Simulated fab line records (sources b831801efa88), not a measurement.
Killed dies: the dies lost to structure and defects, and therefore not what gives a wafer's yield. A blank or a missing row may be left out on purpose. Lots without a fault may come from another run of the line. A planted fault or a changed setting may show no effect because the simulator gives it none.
fab line records + flow sky130
record
- lots=13
- wafers=39
- last-day=50
route steps=708 shown LDD_HVN@274 LDD_LDN@301 RES_XHIGH@340 SD_N@353
lots that met no fault: from a run of the same line without faults
start-h: start of the lot's first displayed wafer, in hours after the record's first day + wait-h: time in hours since the lot's previous step + " the same as in the row above + L1.1+2: several wafers, shown together as one row + - no value, or no start was given + * or withheld: withheld + < > ~ a bound
route shown NAME@n: names a module that has steps shown in the file, with the first one's number in the route + usual: the fault-free wafers' mean and standard deviation + same: alike in all rows + chamber/n: place in a boat + sites: each site's reading + _std_site: the standard deviation of these + _edge_site: inner sites' mean taken away from outer sites' mean + radius-mm: for every site, how far away it sits from the centre of the wafer + mask NAME#n: copy n + behind: tool/chamber where the wafer was last shaped + hold: why the lot was held/for how many hours/how that ended + device: names the non-switching transistor (n, p or np) + end of line: tests run on the same wafers once the route is complete + where a step has no rows: the recipe by itself + killed: the dies lost at the first sort to structure and to defects; this is not the yield of the wafer + map: a wafer's dies, marking killed ones x, the rest . and places with no die _
set.NAME: setting as actually run; set.NAME@STEP: the setting as run at that earlier step + model.NAME: the simulator's own value behind a step, which no gauge read
the route's steps for a sample of lots (tables are steps, rows are wafers)
services: from which hour (start-h, from the record's first day; less than 0 if before it) a tool's chamber was out of use, for how many hours, and why
## steps
# step SKY_LDD_HVN_OVL_MEAS_07
# usual
- LDD_HVN_OVL=1.2/1.5
| lot.wafer | tool       | chamber | start-h | wait-h | LDD_HVN_OVL[nm] |
|-----------|------------|---------|---------|--------|-----------------|
| L611.3    | overlay-02 | -       | 455.05  | 0.1    | 0.3             |
| L611.5    | "          | -       | "       | "      | -1.6            |
| L611.6    | "          | -       | "       | "      | 0.1             |
| L612.1    | overlay-02 | -       | 467.50  | 0.1    | 1.2             |
| L612.4    | "          | -       | "       | "      | 0.5             |
| L612.6    | "          | -       | "       | "      | -0.5            |
| L613.1    | overlay-02 | -       | 515.87  | 0.1    | 2.0             |
| L613.2    | "          | -       | "       | "      | 2.6             |
| L613.6    | "          | -       | "       | "      | 1.5             |
| L614.1    | overlay-01 | -       | 516.17  | 0.1    | 0.7             |
| L614.4    | "          | -       | "       | "      | 2.8             |
| L614.5    | "          | -       | "       | "      | 2.9             |
| L616.3    | overlay-02 | -       | 526.41  | 0.1    | 0.0             |
| L616.4    | "          | -       | "       | "      | -1.6            |
| L616.5    | "          | -       | "       | "      | 0.3             |
| L621.1    | overlay-01 | -       | 543.75  | 0.1    | 0.5             |
| L621.5    | "          | -       | "       | "      | 0.0             |
| L621.6    | "          | -       | "       | "      | -0.3            |
| L620.1    | overlay-01 | -       | 551.05  | 0.1    | 0.3             |
| L620.2    | "          | -       | "       | "      | 1.0             |
| L620.4    | "          | -       | "       | "      | 1.2             |
| L623.1    | overlay-01 | -       | 563.39  | 0.1    | 0.7             |
| L623.2    | "          | -       | "       | "      | 0.6             |
| L623.4    | "          | -       | "       | "      | 0.8             |
| L629.2    | overlay-02 | -       | 616.23  | 0.1    | -0.3            |
| L629.4    | "          | -       | "       | "      | 0.1             |
| L629.6    | "          | -       | "       | "      | -1.1            |
| L630.1    | overlay-01 | -       | 625.32  | 0.1    | 2.1             |
| L630.2    | "          | -       | "       | "      | 2.5             |
| L630.6    | "          | -       | "       | "      | 3.5             |
| L631.1    | overlay-01 | -       | 630.84  | 0.1    | -0.9            |
| L631.3    | "          | -       | "       | "      | 1.4             |
| L631.6    | "          | -       | "       | "      | 1.2             |
| L633.3    | overlay-02 | -       | 649.38  | 0.1    | -0.3            |
| L633.5    | "          | -       | "       | "      | -0.1            |
| L633.6    | "          | -       | "       | "      | 0.7             |
| L634.1    | overlay-02 | -       | 653.90  | 0.1    | 2.0             |
| L634.2    | "          | -       | "       | "      | 1.2             |
| L634.5    | "          | -       | "       | "      | 1.6             |
# step SKY_LDD_LDN_STRIP_12
# recipe
- chemistry=O2/N2
- power-w=1400
- pressure-mtorr=1500
- platen-temp-c=withheld
- o2-flow-sccm=3000
- n2-flow-sccm=300
- overash-fraction=0.5
# usual
- drypump-motor-current-A=5.6/0.39
- oes-product-au=0.715/0.0039
- strip-time-to-endpoint-s=14.17/0.041
| lot.wafer | tool            | chamber | start-h | wait-h | drypump-motor-current-A | oes-product-au | rf-hours-counter-h | strip-time-to-endpoint-s |
|-----------|-----------------|---------|---------|--------|-------------------------|----------------|--------------------|--------------------------|
| L611.3    | plasma-asher-02 | 0       | 517.81  | 0.1    | 5.2                     | 0.720          | -                  | 14.23                    |
| L611.5    | "               | 0       | "       | "      | 5.2                     | 0.709          | -                  | 14.27                    |
| L611.6    | "               | 1       | "       | "      | 5.2                     | 0.720          | -                  | 14.21                    |
| L612.1    | plasma-asher-01 | 1       | 528.97  | 0.1    | 5.2                     | 0.717          | 73                 | 14.21                    |
| L612.4    | "               | 0       | "       | "      | 5.9                     | 0.716          | -                  | 14.21                    |
| L612.6    | "               | 0       | "       | "      | 5.9                     | 0.714          | -                  | 14.22                    |
| L613.1    | plasma-asher-02 | 1       | 575.93  | 0.1    | 5.2                     | 0.715          | 14                 | 14.23                    |
| L613.2    | "               | 0       | "       | "      | 5.2                     | 0.724          | 14                 | 14.15                    |
| L613.6    | "               | 1       | "       | "      | 5.1                     | 0.716          | -                  | 14.18                    |
| L614.1    | plasma-asher-02 | 1       | 576.43  | 0.1    | 5.1                     | 0.716          | 14                 | 14.11                    |
| L614.4    | "               | 0       | "       | "      | 5.2                     | 0.711          | -                  | 14.21                    |
| L614.5    | "               | 0       | "       | "      | 5.2                     | 0.707          | -                  | 14.18                    |
| L616.3    | plasma-asher-04 | 0       | 585.96  | 0.1    | 6.0                     | 0.713          | -                  | 14.22                    |
| L616.4    | "               | 1       | "       | "      | 6.0                     | 0.727          | -                  | 14.16                    |
| L616.5    | "               | 0       | "       | "      | 6.0                     | 0.720          | -                  | 14.15                    |
| L621.1    | plasma-asher-01 | 1       | 603.28  | 0.1    | 5.2                     | 0.720          | 80                 | 14.12                    |
| L621.5    | "               | 1       | "       | "      | 5.2                     | 0.719          | -                  | 14.16                    |
| L621.6    | "               | 0       | "       | "      | 5.9                     | 0.716          | -                  | 14.09                    |
| L620.1    | plasma-asher-04 | 1       | 610.43  | 0.1    | 6.0                     | 0.715          | 92                 | 14.18                    |
| L620.2    | "               | 0       | "       | "      | 6.0                     | 0.716          | 92                 | 14.25                    |
| L620.4    | "               | 1       | "       | "      | 6.0                     | 0.717          | -                  | 14.21                    |
| L623.1    | plasma-asher-02 | 0       | 621.88  | 0.1    | 5.2                     | 0.709          | 19                 | 14.12                    |
| L623.2    | "               | 1       | "       | "      | 5.1                     | 0.712          | 19                 | 14.13                    |
| L623.4    | "               | 1       | "       | "      | 5.1                     | 0.715          | -                  | 14.10                    |
| L629.2    | plasma-asher-02 | 0       | 674.27  | 0.1    | 5.2                     | 0.711          | 25                 | 14.18                    |
| L629.4    | "               | 1       | "       | "      | 5.1                     | 0.722          | -                  | 14.22                    |
| L629.6    | "               | 0       | "       | "      | 5.2                     | 0.712          | -                  | 14.20                    |
| L630.1    | plasma-asher-01 | 0       | 683.32  | 0.1    | 5.9                     | 0.717          | 89                 | 14.19                    |
| L630.2    | "               | 1       | "       | "      | 5.2                     | 0.709          | 89                 | 14.14                    |
| L630.6    | "               | 0       | "       | "      | 5.9                     | 0.718          | -                  | 14.15                    |
| L631.1    | plasma-asher-02 | 0       | 686.53  | 0.1    | 5.2                     | 0.714          | 26                 | 14.16                    |
| L631.3    | "               | 0       | "       | "      | 5.2                     | 0.714          | -                  | 14.14                    |
| L631.6    | "               | 1       | "       | "      | 5.1                     | 0.710          | -                  | 14.17                    |
| L633.3    | plasma-asher-01 | 0       | 706.01  | 0.1    | 5.8                     | 0.715          | -                  | 14.14                    |
| L633.5    | "               | 0       | "       | "      | 5.8                     | 0.718          | -                  | 14.15                    |
| L633.6    | "               | 1       | "       | "      | 5.2                     | 0.719          | -                  | 14.10                    |
| L634.1    | plasma-asher-04 | 1       | 708.97  | 0.1    | 6.0                     | 0.711          | 101                | 14.20                    |
| L634.2    | "               | 0       | "       | "      | 6.0                     | 0.714          | 101                | 14.22                    |
| L634.5    | "               | 0       | "       | "      | 6.0                     | 0.716          | -                  | 14.24                    |
# step SKY_RES_XHIGH_STRIP_08
# recipe
- chemistry=O2/N2
- power-w=1400
- pressure-mtorr=1500
- platen-temp-c=withheld
- o2-flow-sccm=3000
- n2-flow-sccm=300
- overash-fraction=0.5
# usual
- drypump-motor-current-A=5.9/0.46
- oes-product-au=0.711/0.0045
- strip-time-to-endpoint-s=14.27/0.043
| lot.wafer | tool            | chamber | start-h | wait-h | drypump-motor-current-A | oes-product-au | rf-hours-counter-h | strip-time-to-endpoint-s |
|-----------|-----------------|---------|---------|--------|-------------------------|----------------|--------------------|--------------------------|
| L611.3    | plasma-asher-03 | 0       | 608.73  | 0.1    | 6.5                     | 0.711          | -                  | 14.29                    |
| L611.5    | "               | 0       | "       | "      | 6.5                     | 0.719          | -                  | 14.27                    |
| L611.6    | "               | 1       | "       | "      | 5.8                     | 0.708          | -                  | 14.30                    |
| L612.1    | plasma-asher-04 | 0       | 618.60  | 0.1    | 6.0                     | 0.721          | 93                 | 14.27                    |
| L612.4    | "               | 1       | "       | "      | 6.0                     | 0.713          | -                  | 14.30                    |
| L612.6    | "               | 1       | "       | "      | 6.0                     | 0.710          | -                  | 14.29                    |
| L613.1    | plasma-asher-02 | 0       | 663.17  | 0.1    | 5.2                     | 0.711          | 24                 | 14.36                    |
| L613.2    | "               | 1       | "       | "      | 5.1                     | 0.714          | 24                 | 14.33                    |
| L613.6    | "               | 1       | "       | "      | 5.1                     | 0.716          | -                  | 14.34                    |
| L614.1    | plasma-asher-02 | 1       | 668.27  | 0.1    | 5.2                     | 0.709          | 24                 | 14.27                    |
| L614.4    | "               | 0       | "       | "      | 5.2                     | 0.708          | -                  | 14.29                    |
| L614.5    | "               | 0       | "       | "      | 5.2                     | 0.715          | -                  | 14.32                    |
| L616.3    | plasma-asher-04 | 0       | 675.98  | 0.1    | 6.0                     | 0.709          | -                  | 14.28                    |
| L616.4    | "               | 1       | "       | "      | 6.0                     | 0.715          | -                  | 14.27                    |
| L616.5    | "               | 0       | "       | "      | 6.0                     | 0.710          | -                  | 14.23                    |
| L621.1    | plasma-asher-02 | 1       | 693.05  | 0.1    | 5.2                     | 0.715          | 27                 | 14.32                    |
| L621.5    | "               | 1       | "       | "      | 5.1                     | 0.705          | -                  | 14.27                    |
| L621.6    | "               | 0       | "       | "      | 5.2                     | 0.709          | -                  | 14.31                    |
| L620.1    | plasma-asher-02 | 0       | 698.59  | 0.1    | 5.2                     | 0.719          | 27                 | 14.27                    |
| L620.2    | "               | 1       | "       | "      | 5.1                     | 0.708          | 27                 | 14.24                    |
| L620.4    | "               | 0       | "       | "      | 5.2                     | 0.711          | -                  | 14.21                    |
| L623.1    | plasma-asher-03 | 1       | 707.75  | 0.1    | 5.8                     | 0.953          | 55                 | -                        |
| L623.2    | "               | 0       | "       | "      | 6.5                     | 0.946          | 55                 | -                        |
| L623.4    | "               | 0       | "       | "      | 6.5                     | 0.956          | -                  | -                        |
| L629.2    | plasma-asher-03 | 1       | 759.75  | 0.1    | 5.9                     | 0.715          | 62                 | 14.25                    |
| L629.4    | "               | 0       | "       | "      | 6.5                     | 0.701          | -                  | 14.26                    |
| L629.6    | "               | 0       | "       | "      | 6.5                     | 0.709          | -                  | 14.23                    |
| L630.1    | plasma-asher-03 | 0       | 767.75  | 0.1    | 6.5                     | 0.708          | 63                 | 14.20                    |
| L630.2    | "               | 1       | "       | "      | 5.8                     | 0.704          | 63                 | 14.25                    |
| L630.6    | "               | 1       | "       | "      | 5.8                     | 0.712          | -                  | 14.22                    |
| L631.1    | plasma-asher-03 | 1       | 770.22  | 0.1    | 5.8                     | 0.718          | 63                 | 14.25                    |
| L631.3    | "               | 1       | "       | "      | 5.8                     | 0.718          | -                  | 14.24                    |
| L631.6    | "               | 1       | "       | "      | 5.8                     | 0.710          | -                  | 14.23                    |
| L633.3    | plasma-asher-02 | 1       | 790.38  | 0.1    | 5.2                     | 0.711          | -                  | 14.29                    |
| L633.5    | "               | 0       | "       | "      | 5.2                     | 0.712          | -                  | 14.29                    |
| L633.6    | "               | 1       | "       | "      | 5.2                     | 0.714          | -                  | 14.27                    |
| L634.1    | plasma-asher-03 | 0       | 791.25  | 0.1    | 6.5                     | 0.714          | 65                 | 14.38                    |
| L634.2    | "               | 1       | "       | "      | 5.8                     | 0.708          | 65                 | 14.32                    |
| L634.5    | "               | 1       | "       | "      | 5.9                     | 0.713          | -                  | 14.29                    |
# step SKY_SD_N_STRIP_11
# recipe
- chemistry=O2/N2
- power-w=1400
- pressure-mtorr=1500
- platen-temp-c=withheld
- o2-flow-sccm=3000
- n2-flow-sccm=300
- overash-fraction=0.5
# usual
- drypump-motor-current-A=5.5/0.37
- oes-product-au=0.529/0.0048
- strip-time-to-endpoint-s=22.39/0.036
| lot.wafer | tool            | chamber | start-h | wait-h | drypump-motor-current-A | oes-product-au | rf-hours-counter-h | strip-time-to-endpoint-s |
|-----------|-----------------|---------|---------|--------|-------------------------|----------------|--------------------|--------------------------|
| L611.3    | plasma-asher-01 | 0       | 638.29  | 0.1    | 5.9                     | 0.534          | -                  | 22.36                    |
| L611.5    | "               | 1       | "       | "      | 5.2                     | 0.532          | -                  | 22.44                    |
| L611.6    | "               | 0       | "       | "      | 5.8                     | 0.515          | -                  | 22.40                    |
| L612.1    | plasma-asher-02 | 1       | 648.30  | 0.1    | 5.2                     | 0.525          | 22                 | 22.38                    |
| L612.4    | "               | 1       | "       | "      | 5.2                     | 0.527          | -                  | 22.39                    |
| L612.6    | "               | 0       | "       | "      | 5.2                     | 0.527          | -                  | 22.40                    |
| L613.1    | plasma-asher-01 | 1       | 690.35  | 0.1    | 5.2                     | 0.530          | 89                 | 22.37                    |
| L613.2    | "               | 0       | "       | "      | 5.8                     | 0.528          | 89                 | 22.35                    |
| L613.6    | "               | 1       | "       | "      | 5.2                     | 0.529          | -                  | 22.39                    |
| L614.1    | plasma-asher-01 | 1       | 695.15  | 0.1    | 5.2                     | 0.521          | 89                 | 22.41                    |
| L614.4    | "               | 1       | "       | "      | 5.2                     | 0.527          | -                  | 22.38                    |
| L614.5    | "               | 1       | "       | "      | 5.2                     | 0.531          | -                  | 22.43                    |
| L616.3    | plasma-asher-04 | 0       | 703.98  | 0.1    | 6.0                     | 0.530          | -                  | 22.37                    |
| L616.4    | "               | 1       | "       | "      | 6.0                     | 0.528          | -                  | 22.35                    |
| L616.5    | "               | 1       | "       | "      | 6.0                     | 0.531          | -                  | 22.34                    |
| L621.1    | plasma-asher-02 | 1       | 720.64  | 0.1    | 5.2                     | 0.528          | 29                 | 22.36                    |
| L621.5    | "               | 1       | "       | "      | 5.1                     | 0.520          | -                  | 22.34                    |
| L621.6    | "               | 0       | "       | "      | 5.2                     | 0.533          | -                  | 22.37                    |
| L620.1    | plasma-asher-04 | 1       | 726.74  | 0.1    | 6.0                     | 0.522          | 103                | 22.37                    |
| L620.2    | "               | 0       | "       | "      | 6.0                     | 0.532          | 103                | 22.37                    |
| L620.4    | "               | 0       | "       | "      | 6.0                     | 0.526          | -                  | 22.40                    |
| L623.1    | plasma-asher-01 | 0       | 736.00  | 0.1    | 5.9                     | 0.553          | 92                 | 24.19                    |
| L623.2    | "               | 1       | "       | "      | 5.2                     | 0.547          | 92                 | 24.15                    |
| L623.4    | "               | 1       | "       | "      | 5.2                     | 0.547          | -                  | 24.15                    |
| L629.2    | plasma-asher-02 | 1       | 786.85  | 0.1    | 5.1                     | 0.537          | 34                 | 22.39                    |
| L629.4    | "               | 0       | "       | "      | 5.2                     | 0.532          | -                  | 22.43                    |
| L629.6    | "               | 1       | "       | "      | 5.2                     | 0.523          | -                  | 22.34                    |
| L630.1    | plasma-asher-02 | 0       | 794.94  | 0.1    | 5.2                     | 0.528          | 35                 | 22.39                    |
| L630.2    | "               | 1       | "       | "      | 5.1                     | 0.527          | 35                 | 22.38                    |
| L630.6    | "               | 0       | "       | "      | 5.2                     | 0.533          | -                  | 22.37                    |
| L631.1    | plasma-asher-01 | 1       | 797.34  | 0.1    | 5.2                     | 0.524          | 99                 | 22.40                    |
| L631.3    | "               | 0       | "       | "      | 5.9                     | 0.533          | -                  | 22.35                    |
| L631.6    | "               | 0       | "       | "      | 5.9                     | 0.533          | -                  | 22.40                    |
| L633.3    | plasma-asher-01 | 0       | 817.98  | 0.1    | 5.8                     | 0.535          | -                  | 22.38                    |
| L633.5    | "               | 1       | "       | "      | 5.2                     | 0.525          | -                  | 22.36                    |
| L633.6    | "               | 0       | "       | "      | 5.9                     | 0.528          | -                  | 22.36                    |
| L634.1    | plasma-asher-04 | 0       | 818.45  | 0.1    | 5.9                     | 0.523          | 7                  | 22.34                    |
| L634.2    | "               | 1       | "       | "      | 6.0                     | 0.519          | 7                  | 22.42                    |
| L634.5    | "               | 0       | "       | "      | 6.0                     | 0.530          | -                  | 22.40                    |
# step SKY_SD_N_TW_MEAS_12
# usual
- SD_N_TW=3963/23
| lot.wafer | tool          | chamber | start-h | wait-h | SD_N_TW |
|-----------|---------------|---------|---------|--------|---------|
| L611.3    | film-metro-03 | -       | 638.37  | 0.1    | 3983    |
| L611.5    | "             | -       | "       | "      | 3984    |
| L611.6    | "             | -       | "       | "      | 3974    |
| L612.1    | film-metro-03 | -       | 648.40  | 0.1    | 3960    |
| L612.4    | "             | -       | "       | "      | 3964    |
| L612.6    | "             | -       | "       | "      | 3961    |
| L613.1    | film-metro-02 | -       | 690.45  | 0.1    | 3985    |
| L613.2    | "             | -       | "       | "      | 3980    |
| L613.6    | "             | -       | "       | "      | 3957    |
| L614.1    | film-metro-02 | -       | 695.25  | 0.1    | 3978    |
| L614.4    | "             | -       | "       | "      | 3937    |
| L614.5    | "             | -       | "       | "      | 3941    |
| L616.3    | film-metro-04 | -       | 704.06  | 0.1    | 3988    |
| L616.4    | "             | -       | "       | "      | 3990    |
| L616.5    | "             | -       | "       | "      | 3964    |
| L621.1    | film-metro-02 | -       | 720.74  | 0.1    | 3933    |
| L621.5    | "             | -       | "       | "      | 3927    |
| L621.6    | "             | -       | "       | "      | 3910    |
| L620.1    | film-metro-02 | -       | 726.84  | 0.1    | 3941    |
| L620.2    | "             | -       | "       | "      | 3925    |
| L620.4    | "             | -       | "       | "      | 3921    |
| L623.1    | film-metro-03 | -       | 736.10  | 0.1    | 221     |
| L623.2    | "             | -       | "       | "      | 222     |
| L623.4    | "             | -       | "       | "      | 219     |
| L629.2    | film-metro-02 | -       | 786.96  | 0.1    | 3913    |
| L629.4    | "             | -       | "       | "      | 3922    |
| L629.6    | "             | -       | "       | "      | 3928    |
| L630.1    | film-metro-03 | -       | 795.04  | 0.1    | 3976    |
| L630.2    | "             | -       | "       | "      | 3991    |
| L630.6    | "             | -       | "       | "      | 3980    |
| L631.1    | film-metro-02 | -       | 797.44  | 0.1    | 3963    |
| L631.3    | "             | -       | "       | "      | 3964    |
| L631.6    | "             | -       | "       | "      | 3940    |
| L633.3    | film-metro-04 | -       | 818.06  | 0.1    | 3980    |
| L633.5    | "             | -       | "       | "      | 3973    |
| L633.6    | "             | -       | "       | "      | 3972    |
| L634.1    | film-metro-04 | -       | 818.55  | 0.1    | 3931    |
| L634.2    | "             | -       | "       | "      | 3945    |
| L634.5    | "             | -       | "       | "      | 3952    |
# step SKY_SD_N_RS_MEAS_18
# recipe
- thk-meas-gauge=four-point-probe
# usual
- RES_XHIGH_RS=333.1/1.3
| lot.wafer | tool          | chamber | start-h | wait-h | RES_XHIGH_RS[ohm/sq] |
|-----------|---------------|---------|---------|--------|----------------------|
| L611.3    | film-metro-02 | -       | 638.92  | 0.1    | 331.1                |
| L611.5    | "             | -       | "       | "      | 332.0                |
| L611.6    | "             | -       | "       | "      | 330.0                |
| L612.1    | film-metro-04 | -       | 648.93  | 0.1    | 333.9                |
| L612.4    | "             | -       | "       | "      | 333.1                |
| L612.6    | "             | -       | "       | "      | 333.8                |
| L613.1    | film-metro-04 | -       | 690.97  | 0.1    | 332.7                |
| L613.2    | "             | -       | "       | "      | 331.8                |
| L613.6    | "             | -       | "       | "      | 332.3                |
| L614.1    | film-metro-02 | -       | 695.78  | 0.1    | 333.0                |
| L614.4    | "             | -       | "       | "      | 333.6                |
| L614.5    | "             | -       | "       | "      | 332.0                |
| L616.3    | film-metro-03 | -       | 704.61  | 0.1    | 335.2                |
| L616.4    | "             | -       | "       | "      | 334.7                |
| L616.5    | "             | -       | "       | "      | 334.9                |
| L621.1    | film-metro-02 | -       | 721.27  | 0.1    | 333.3                |
| L621.5    | "             | -       | "       | "      | 333.6                |
| L621.6    | "             | -       | "       | "      | 332.4                |
| L620.1    | film-metro-03 | -       | 727.38  | 0.1    | 333.2                |
| L620.2    | "             | -       | "       | "      | 333.9                |
| L620.4    | "             | -       | "       | "      | 333.9                |
| L623.1    | film-metro-04 | -       | 736.63  | 0.1    | 334.0                |
| L623.2    | "             | -       | "       | "      | 333.9                |
| L623.4    | "             | -       | "       | "      | 333.1                |
| L629.2    | film-metro-04 | -       | 787.50  | 0.1    | 334.4                |
| L629.4    | "             | -       | "       | "      | 333.6                |
| L629.6    | "             | -       | "       | "      | 333.2                |
| L630.1    | film-metro-03 | -       | 795.57  | 0.1    | 335.1                |
| L630.2    | "             | -       | "       | "      | 335.5                |
| L630.6    | "             | -       | "       | "      | 334.6                |
| L631.1    | film-metro-03 | -       | 797.97  | 0.1    | 333.5                |
| L631.3    | "             | -       | "       | "      | 332.7                |
| L631.6    | "             | -       | "       | "      | 332.5                |
| L633.3    | film-metro-03 | -       | 818.61  | 0.1    | 332.7                |
| L633.5    | "             | -       | "       | "      | 334.3                |
| L633.6    | "             | -       | "       | "      | 333.1                |
| L634.1    | film-metro-04 | -       | 819.07  | 0.1    | 332.8                |
| L634.2    | "             | -       | "       | "      | 333.3                |
| L634.5    | "             | -       | "       | "      | 333.2                |
## services
| tool            | chamber | start-h | hours | kind       |
|-----------------|---------|---------|-------|------------|
| plasma-asher-04 | -       | 547.84  | 2.8   | pm         |
| plasma-asher-04 | -       | 605.25  | 3.5   | repair     |
| plasma-asher-04 | -       | 639.74  | 12.4  | repair     |
| plasma-asher-01 | -       | 686.45  | 1.6   | repair     |
| plasma-asher-02 | -       | 706.84  | 2.8   | pm         |
| plasma-asher-01 | -       | 713.09  | 11.4  | repair     |
| plasma-asher-01 | -       | 729.63  | 3.8   | repair     |
| plasma-asher-04 | -       | 733.75  | 9.0   | pm         |
| plasma-asher-04 | 0       | 733.75  | 9.0   | vent-cycle |
| plasma-asher-04 | 1       | 733.75  | 9.0   | vent-cycle |
| plasma-asher-02 | -       | 734.41  | 14.6  | pm         |
| plasma-asher-04 | 0       | 742.75  | -     | clean      |
| plasma-asher-04 | 1       | 742.75  | -     | clean      |
| plasma-asher-01 | -       | 807.18  | 2.8   | pm         |
| plasma-asher-04 | -       | 814.16  | 3.2   | repair     |
## key
first-sign
- step=SKY_RES_XHIGH_STRIP_08
- reading=oes-product-au
- direction=up
- sigmas=54
- usual=0.711
- struck=0.952
effect
- step=SKY_SD_N_STRIP_11
- reading=strip-time-to-endpoint-s
- direction=up
- sigmas=49
- usual=*
- struck=*
effect
- step=SKY_SD_N_TW_MEAS_12
- reading=SD_N_TW
- direction=down
- sigmas=99+
- usual=3963
- struck=221
met-at SKY_RES_XHIGH_STRIP_08
struck-lots L623
sort-left-out L623.1,L623.2,L623.4
tester-left-out L623
not-acting-at SKY_LDD_HVN_OVL_MEAS_07,SKY_LDD_LDN_STRIP_12,SKY_SD_N_RS_MEAS_18
onset-between 608.73 707.75
fault
- kind=strip-aborted
- tool=plasma-asher-03
- chamber=-
- onset-h=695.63
- steps=SKY_RES_XHIGH_STRIP_08
- offset=0.41731
- end-h=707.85
# tester-left-out: of these lots the tester's yield and bins aren't shown, on N5 and GAA mostly nor the transistor test; their killed dies are dies lost to structure and defects alone, not to doping, threshold or leakage, so they don't give the yield
# sort-left-out: the simulated sort isn't trusted on such a fault, so these wafers' sort isn't shown, and their yield isn't known
